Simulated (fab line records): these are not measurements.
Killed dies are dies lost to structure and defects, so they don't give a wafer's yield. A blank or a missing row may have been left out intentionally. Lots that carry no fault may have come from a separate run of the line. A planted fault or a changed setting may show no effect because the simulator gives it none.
Problem report, 8D (eight disciplines) form, completed by code	flow sky130	the parts of the form that need people (team, actions taken, sign-off) are left out

## 1. PROBLEM STATEMENT
Wafers free of any fault read 0.337 ohm/sq (standard deviation 0.0059) for CONTACT_W_RS at SKY_CONTACT_RS_MEAS_25, against a mean of 0.675 ohm/sq on 5 wafers of 3 lots. That puts it +57 standard deviations away from the usual mean.
The step: measures by four-point-probe.
First observed at day 35 10:55: wafer L382.5, on film-metro-01. Wafers with a number at this step in the record: 33, from 11 lots. The rule behind "out" and "out of limits": a value lying over 4 standard deviations away from the usual mean. The rest of the wafers with a number are treated as sound.

## 2. WHAT IT IS AND WHAT IT IS NOT
question	is	is not
which readings at this step	CONTACT_W_RS	-
which lots	L382, L383, L384	L371, L373, L378, L379, L381, L392, L393, L394
which wafers of those lots	L382.5, L383.4, L383.6, L384.1, L384.3	L382.1, L382.4, L383.5, L384.2
read on which gauges	film-metro-01, film-metro-04	film-metro-03
when	from day 35 10:55	up to then (17 sound wafers); but 11 sound wafers of L383, L384, L392, L393, L394 came after

## 3. THE SUSPECTS, EACH WITH WHAT RULES IT OUT
Counting: a tool at a process step up to the reading stays a suspect if it ran every lot that is out. Sound lots after the first of them don't rule it out here, since some wafers of a struck lot are sound.
- the gauge at SKY_CONTACT_RS_MEAS_25 is ruled out. Those wafers that are out were read across 2 gauges (film-metro-01, film-metro-04).
- cvd-w-02 at SKY_CONTACT_CVD_24 (deposits W, target thk 340 nm, time 102.12 s): kept. Every lot that is out went through it, the first being L382 (day 35 10:48); the last sound lot it ran before that was L381 (day 34 21:58).
- Within cvd-w-02 at SKY_CONTACT_CVD_24, the wafers that are out were processed in chamber 1 and their sound lot-mates in chamber 0.
Left after counting: cvd-w-02 at SKY_CONTACT_CVD_24.

## 4. THE CAUSE (what the simulator had put in)
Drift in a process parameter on cvd-w-02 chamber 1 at SKY_CONTACT_CVD_24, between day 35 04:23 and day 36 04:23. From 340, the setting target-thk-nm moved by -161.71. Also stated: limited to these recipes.
Only this tool survived the counting.

## 5. THE EFFECT CHAIN, in route order
Rows list readings where the struck wafers' mean (over those with a number) sits beyond 3 standard deviations from the usual. Only readings for which the record gives a usual standard deviation are gone through. hours: the time from each lot's start at the first step in this table that gives one to its start at this step, as a median over the lots. sigmas: the change in usual standard deviations.
hours	step	reading	usual	on struck wafers	change	sigmas
0	SKY_CONTACT_RS_MEAS_25	CONTACT_W_RS	0.337 ohm/sq	0.675	+0.338	+57
0	SKY_CONTACT_THK_MEAS_26	CONTACT_W_THK	335 nm	170	-165	-26
0	SKY_CONTACT_CMP_27	time-to-endpoint-s	84 s	43	-41	-11
It contains these process steps:
- SKY_CONTACT_CMP_27: polishes, stops on SiO2, t overpolish 15 s, target thk 0 nm.

## 6. WHAT WOULD HAVE CAUGHT IT SOONER
The first out-of-limits reading at a measuring or inspecting step in this record came at day 35 10:55, 7 hours after the fault's start at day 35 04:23.
An alarm limit of 4 standard deviations would not have fired on the tool readings at SKY_CONTACT_CVD_24 for which the record gives a usual standard deviation, since none of them was out on any struck wafer.
L383, L384, from the lots that are out (3), started SKY_CONTACT_CVD_24 on cvd-w-02 later than day 35 10:55. A hold on the tool at that time would have spared those 2.
